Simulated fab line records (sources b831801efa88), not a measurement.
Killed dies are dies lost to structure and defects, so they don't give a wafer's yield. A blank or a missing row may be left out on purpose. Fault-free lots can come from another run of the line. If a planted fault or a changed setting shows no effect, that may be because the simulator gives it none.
Split-lot experiment -- flow gf180mcu -- 23 wafers read from 5 lots, route of 602 steps

== THE SPLIT ==
At GF_HV_LDD_EXPOSE_04 (exposes mask Nplus LV AREA, target cd 400 nm), the setting dose-mj was moved away from the recipe's 140 on 5 of the 23 wafers read, by -3.4% to +5.6%. All remaining wafers had this setting at the recipe value.

== FROM THE SPLIT TO THE READING: what the file shows between them, 2 steps ==
- GF_HV_LDD_PEB_05
- GF_HV_LDD_DEVELOP_06: develop time 60 s

== THE READING ==
cd-nm (nm) at GF_HV_LDD_CD_MEAS_07, where the cd target is 400 nm. On this fab line, fault-free wafers typically give 400.1 nm with a standard deviation of 2.7 nm.

wafer,"tool, chamber at the split",dose-mj as run,against the recipe,"cd-nm, nm",against lot-mates on the recipe
L075.1,"iline-stepper-01, 0",140,recipe,399.0,-
L075.4,"iline-stepper-01, 0",140,recipe,400.2,-
L075.6,"iline-stepper-01, 0",140,recipe,398.0,-
L077.1,"iline-stepper-02, 0",140,recipe,400.4,-
L077.2,"iline-stepper-02, 0",140,recipe,400.2,-
L077.3,"iline-stepper-02, 0",147.9,+5.6%,416.5,+16.1
L077.5,"iline-stepper-02, 0",140,recipe,400.5,-
L077.6,"iline-stepper-02, 0",147.9,+5.6%,417.2,+16.8
L078.1,"iline-stepper-01, 0",135.3,-3.4%,386.9,-10.6
L078.2,"iline-stepper-01, 0",140,recipe,397.2,-
L078.3,"iline-stepper-01, 0",140,recipe,397.7,-
L078.4,"iline-stepper-01, 0",135.3,-3.4%,386.8,-10.6
L078.6,"iline-stepper-01, 0",135.3,-3.4%,385.9,-11.6
L079.1,"iline-stepper-01, 0",140,recipe,405.1,-
L079.2,"iline-stepper-01, 0",140,recipe,403.4,-
L079.3,"iline-stepper-01, 0",140,recipe,403.7,-
L079.4,"iline-stepper-01, 0",140,recipe,404.0,-
L079.5,"iline-stepper-01, 0",140,recipe,403.8,-
L083.2,"iline-stepper-01, 0",140,recipe,399.2,-
L083.3,"iline-stepper-01, 0",140,recipe,400.4,-
L083.4,"iline-stepper-01, 0",140,recipe,401.6,-
L083.5,"iline-stepper-01, 0",140,recipe,400.8,-
L083.6,"iline-stepper-01, 0",140,recipe,400.0,-

FIT RESULTS
A straight line over all 23 wafers: cd-nm changes by +3.34 nm for each +1% of dose-mj; r = +0.95; the points scatter about the line by 2.5 nm.
The same after taking each lot's own level away (the mean of its wafers on the recipe; 23 wafers): +3.04 nm for each +1%; r = +0.99; scatter 0.7 nm.
On that fit, the largest move of dose-mj shifts the reading by 17 nm.
From 397.45 to 404.00 nm: that is the span of the lots' own levels, equal to 2.4 times the standard deviation above.
The two slopes agree, so the slope changes little with the lot-to-lot level.
Check: +17.5 nm against its lot-mates is what the line predicts for one of the wafers moved furthest among these (+5.6%) when that wafer is left out of the fit. Against them it came out at +16.1 nm.

== OTHER SPLITS APPLIED TO THESE WAFERS ==
Before the reading, these wafers also passed through other splits. Each is held against what the fit with the lots' levels taken away leaves over:
other split on the same wafers,wafers away from the commonest value,r with cd-nm (lot level and that fit taken away)
GF_STI_CVD_03 temp-c,15,-0.04
GF_STI_ETCH_13 bias-w,8,+0.37
GF_NWELL_EXPOSE_04 dose-mj,5,+0.03
GF_NWELL_IMPLANT_08 energy-kev,6,+0.16
GF_LVPWELL_COAT_02 resist-thk-nm,5,-0.19
GF_MVPSD_STRIP_10 pressure-mtorr,10,-0.19
GF_VT_IMPLANT_COAT_13 resist-thk-nm,10,+0.01
GF_VT_IMPLANT_COAT_24 spin-rpm,7,-0.02
GF_VT_IMPLANT_IMPLANT_30 dose-cm2,6,+0.13

== FILE'S OWN FIT ==
cd-nm changes by +3.01 nm for each +1% of dose-mj, r = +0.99.
